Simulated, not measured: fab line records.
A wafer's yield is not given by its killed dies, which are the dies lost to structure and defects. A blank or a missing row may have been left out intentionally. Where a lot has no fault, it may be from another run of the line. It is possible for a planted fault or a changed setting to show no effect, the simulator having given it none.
Matching of chambers	flow sky130	4 sister chambers for SKY_SPACER_ETCHBACK_02 on rie_diel-02
The step etches Si3N4 in CH3F/O2, stops on SiO2, time 46.7 s, target depth 45 nm. 14 wafers are shown with their chamber, then 7 later ones without.

WAFERS PAIRED WITH THEIR CHAMBERS
wafer	chamber	drypump_motor_current_A (A)	run_length_s (s)	oes_product_au (a.u.)
L725.1	2	5.1	74.4	0.857
L725.2	1	6.5	74.7	0.855
L725.3	3	5.3	75.1	0.853
L726.2	3	5.2	75.3	0.864
L726.3	0	5.4	75.7	0.862
L726.4	2	5.2	74.3	0.861
L727.1	0	5.4	75.3	0.861
L727.4	2	5.1	75.0	0.852
L727.6	2	5.1	74.3	0.841
L729.2	2	5.2	74.2	0.853
L729.5	2	5.1	74.6	0.864
L729.6	1	6.5	74.6	0.855
L734.2	1	6.5	75.3	0.863
L734.4	3	5.2	75.3	0.868

SIGNATURES (averages over the wafers above)
reading	chamber 0	chamber 1	chamber 2	chamber 3	scatter within a chamber
drypump_motor_current_A	5.400	6.500	5.133	5.233	0.0447
run_length_s	75.500	74.867	74.467	75.233	0.288
oes_product_au	0.86150	0.85767	0.85467	0.86167	0.00702
Rule: distance of a wafer from a chamber = root of the sum over the readings of ((wafer's reading minus chamber's mean) / reading's scatter) squared. If the next closest chamber is less than 2 further off than the closest, the wafer can't be placed; otherwise it belongs to the closest. How the scatter is found: for the shown wafers, subtract from each reading the mean of its chamber, square and add these, divide the total by (wafers less chambers), then take the root.

WAFERS WITH NO CHAMBER GIVEN
wafer	drypump_motor_current_A (A)	run_length_s (s)	oes_product_au (a.u.)
L734.5	5.2	75.7	0.855
L736.3	5.2	75.7	0.845
L736.4	5.4	75.4	0.856
L736.5	5.2	74.7	0.848
L739.3	6.5	74.9	0.861
L739.6	5.2	75.4	0.855
L742.3	5.1	74.6	0.858

THE CHAMBER EACH PASSED THROUGH
wafer	from the rows above	in truth
L734.5	3	3
L736.3	can't be placed: 3 or 2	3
L736.4	0	0
L736.5	can't be placed: 2 or 3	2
L739.3	1	1
L739.6	3	3
L742.3	2	2
Correctly placed: 5 of 7. From these rows, 2 cannot be placed; in 2 the true chamber is one of the candidates. 0 placed wrongly.
